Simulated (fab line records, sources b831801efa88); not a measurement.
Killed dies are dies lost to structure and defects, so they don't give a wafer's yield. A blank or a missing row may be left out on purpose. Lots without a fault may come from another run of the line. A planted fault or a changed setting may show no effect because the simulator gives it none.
A struck lot beside a sound one | flow sky130 | 15 steps out of a route of 708
Sound: wafers L661.2, L661.3, L661.5. Struck: wafer L666.3. (L666.1, L666.6 of the same lot were not struck and are left out.) The cause comes at the end.
At each step with rows: each side's tool, then ch and its chambers, then its first start. Under that, the readings that differ: sound wafers | struck wafers | difference of the means | sigmas: that difference in standard deviations of wafers without a fault.
alike: readings whose means differ by less than 2 such deviations, and words and numbers that are the same on both sides. not compared: withheld readings, readings that some wafer has no value for, bounds like >300 that may hide the same value, and numbers for which the record gives no deviation and whose values overlap.
The two part at a step that has a row with sigmas, a row that says differs or no value, or rows on one side only. Numbers that don't overlap but have no deviation are shown without sigmas and don't part them. A reading that every wafer of one side lacks parts them only if that side has two wafers or more.

first, 7 steps without rows for these wafers: SKY_METAL4_HMDS_06 (prime time 60 s); SKY_METAL4_COAT_07 (resist thk 60 nm); SKY_METAL4_COAT_08 (resist thk 1140 nm); SKY_METAL4_SOFTBAKE_09 (time 90 s); SKY_METAL4_EXPOSE_10 (exposes mask MM4, target cd 300 nm); SKY_METAL4_PEB_11; SKY_METAL4_DEVELOP_12 (develop time 60 s).
SKY_METAL4_CD_MEAS_13: target cd 300 nm.
  sound on cd_sem-01, day 42 23:43; struck on cd_sem-02, day 44 10:03
  alike: cd_nm
SKY_METAL4_OVL_MEAS_14:
  sound on overlay-02, day 42 23:49; struck on overlay-01, day 44 10:10
  alike: METAL4_OVL
SKY_METAL4_DESCUM_15: chemistry O2, time 8 s.
  sound on rie_metal-01 ch 0,1, day 42 23:51; struck on rie_metal-01 ch 1, day 44 10:12
  alike: drypump_motor_current_A, oes_product_au
  not compared: rf_hours_counter_h
SKY_METAL4_ETCH_16: etches BARC in N2/H2, stops on SiO2, time 88.2 s, target depth 60 nm.
  sound on rie_metal-01 ch 0,1, day 42 23:53; struck on rie_metal-01 ch 1, day 44 10:14
  alike: drypump_motor_current_A, oes_product_au, throttle_valve_pct
  not compared: rf_hours_counter_h
SKY_METAL4_ETCH_17: etches SiO2 in C4F8/O2/Ar, stops on TiN, time 3.9 s, target depth 15 nm.
  sound on rie_diel-03 ch 1,3, day 42 23:59; struck on rie_diel-03 ch 2, day 44 10:20
  alike: oes_product_au
SKY_METAL4_METAL_ETCH_18: etches the open film in Cl2/BCl3, stops on SiO2, target depth 845 nm, time 183.1 s.
  sound on rie_metal-03 ch 0,1, day 43 00:00; struck on rie_metal-03 ch 0, day 44 10:21
  reading                                       | sound             | struck  | difference | sigmas
  oes_product_au (a.u.)                         | 0.862 0.874 0.877 | 0.831   | -0.040     | -8
  over_etch_frac                                | 0.3 0.3 0.3       | 0.41823 | +0.11823   |
  model.KrF-thick_of_METAL4_COAT_08.thk_nm (nm) | 536.5 536.2 537.7 | 489.8   | -47.0      |
  model.SiO2_of_VIA3_HDPCVD_00.thk_nm (nm)      | 436.9 436.8 435.9 | 434.8   | -1.7       |
  alike: drypump_motor_current_A, throttle_valve_pct
  not compared: rf_hours_counter_h, model.METAL4.cd_nm
SKY_METAL4_STRIP_19: strips in O2/N2.
  sound on plasma_asher-03 ch 0,1, day 43 00:11; struck on plasma_asher-02 ch 0, day 44 10:32
  reading                      | sound             | struck | difference | sigmas
  drypump_motor_current_A (A)  | 5.50 5.47 5.60    | 6.10   | +0.58      | +2
  oes_product_au (a.u.)        | 0.507 0.512 0.517 | 0.479  | -0.033     | -6
  strip_time_to_endpoint_s (s) | 6.63 6.64 6.64    | 6.16   | -0.48      | -7
  alike: o2_flow_sccm
  not compared: rf_hours_counter_h
then, 1 step without rows for these wafers: SKY_METAL4_STRIP_20 (strips in post etch residue remover, time 1200 s).

WHERE THEY PART
First at SKY_METAL4_METAL_ETCH_18; last, within this record, at SKY_METAL4_STRIP_19.

WHY: what the simulator had put in
Process parameter drift: rie_metal-03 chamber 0, from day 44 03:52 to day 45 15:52, at SKY_METAL4_METAL_ETCH_18. Setting over_etch_frac, moved by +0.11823, from 0.3. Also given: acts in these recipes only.
